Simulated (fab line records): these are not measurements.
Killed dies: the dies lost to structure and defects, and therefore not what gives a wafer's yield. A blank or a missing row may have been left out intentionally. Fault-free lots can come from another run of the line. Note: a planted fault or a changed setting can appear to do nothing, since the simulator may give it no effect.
What tool caused it?    flow sfqLine    42 wafers from 14 lots sampled at 2 of the route's 325 steps

== WHAT THE GAUGES READ, wafer by wafer ==
SFQ_M4_RS_MEAS_924: measures by four-point-probe. Usual: for M4_NB_RS the level is 0.884 ohm/sq and the standard deviation is 0.011.
lot   measured      on            M4_NB_RS (ohm/sq)  flag
L672  day 32 23:41  filmMetro-03  0.858 0.887 0.878  
L675  day 34 04:24  filmMetro-01  0.887 0.882 0.870  
L676  day 34 15:10  filmMetro-03  0.874 0.886 0.885  
L677  day 34 22:22  filmMetro-04  0.745 0.735 0.743  OFF
L678  day 35 05:36  filmMetro-03  0.737 0.740 0.739  OFF
L685  day 37 14:08  filmMetro-04  0.863 0.881 0.860  
L686  day 37 22:31  filmMetro-04  0.888 0.876 0.870  
L687  day 38 03:57  filmMetro-03  0.894 0.894 0.888  
L688  day 38 12:19  filmMetro-04  0.872 0.866 0.879  
L689  day 39 03:56  filmMetro-04  0.880 0.903 0.884  
L690  day 39 11:08  filmMetro-01  0.885 0.878 0.893  
L691  day 39 14:43  filmMetro-03  0.900 0.882 0.887  
L692  day 39 19:32  filmMetro-01  0.869 0.893 0.891  
L693  day 40 07:19  filmMetro-01  0.881 0.898 0.883  

== TOOL THAT RAN EACH LOT (tool first, then ch and the chambers of the sampled wafers, then the start) ==
lot   SFQ_TRILAYER_M4_DEP_SPUTTER_091
L672  pvdSputter-03, day 32 23:34
L675  pvdSputter-05, day 34 04:16
L676  pvdSputter-05, day 34 15:04
L677  pvdSputter-05, day 34 22:16
L678  pvdSputter-05, day 35 05:28
L685  pvdSputter-03, day 37 14:01
L686  pvdSputter-03, day 37 22:25
L687  pvdSputter-05, day 38 03:49
L688  pvdSputter-03, day 38 12:13
L689  pvdSputter-04, day 39 03:50
L690  pvdSputter-04, day 39 11:01
L691  pvdSputter-05, day 39 14:37
L692  pvdSputter-04, day 39 19:25
L693  pvdSputter-05, day 40 07:14
- SFQ_TRILAYER_M4_DEP_SPUTTER_091: material Nb, target thk 200 nm, time 133.3 s.

== WHAT THE TOOLS THEMSELVES READ (means of the sampled wafers that have a number; where no wafer has one, the mark that the record gives instead) ==
SFQ_TRILAYER_M4_DEP_SPUTTER_091. Usual: cathodeDcPowerW 2000.0 W, standard deviation 0.38; throttleValvePct 30.7 %, standard deviation 0.78.
lot   tool           cathodeDcPowerW (W)  throttleValvePct (%)  flag
L672  pvdSputter-03  1999.7               30.1                  
L675  pvdSputter-05  1999.3               31.2                  
L676  pvdSputter-05  1999.9               30.8                  
L677  pvdSputter-05  2369.8               30.7                  OFF
L678  pvdSputter-05  2369.1               30.9                  OFF
L685  pvdSputter-03  1999.7               30.4                  
L686  pvdSputter-03  2000.2               29.5                  
L687  pvdSputter-05  2000.3               31.0                  
L688  pvdSputter-03  1999.9               30.5                  
L689  pvdSputter-04  2000.2               31.1                  
L690  pvdSputter-04  2000.0               30.8                  
L691  pvdSputter-05  1999.8               31.1                  
L692  pvdSputter-04  2000.1               31.1                  
L693  pvdSputter-05  2000.1               31.4                  

== THE ANSWER, worked out from the rows above alone ==
Rule: a lot counts as off when the mean over its wafers that have a number is more than 3 standard deviations away from the usual mean. Also off: a lot with no number at a reading for which 4 or more lots have one. Any other lot the step has rows for is counted as sound. Order of review: gauges by route order, followed by the tools' own readings, for which a lot's mean as printed above is used. At the first step where some lot is off, the reading lying furthest off is the one used; lots without a number count as furthest.
Off: at SFQ_M4_RS_MEAS_924 (M4_NB_RS), L677, L678.
If a tool, at a process step before that reading, ran all the lots that are off and no sound lot after the first of them, it fits. Not tried: the gauges at SFQ_M4_RS_MEAS_924; whatever is off there is also off at SFQ_TRILAYER_M4_DEP_SPUTTER_091, on other tools, and gauge error can't account for it. Of those tried, none fits.

== WHAT HAD BEEN PUT IN BY THE SIMULATOR ==
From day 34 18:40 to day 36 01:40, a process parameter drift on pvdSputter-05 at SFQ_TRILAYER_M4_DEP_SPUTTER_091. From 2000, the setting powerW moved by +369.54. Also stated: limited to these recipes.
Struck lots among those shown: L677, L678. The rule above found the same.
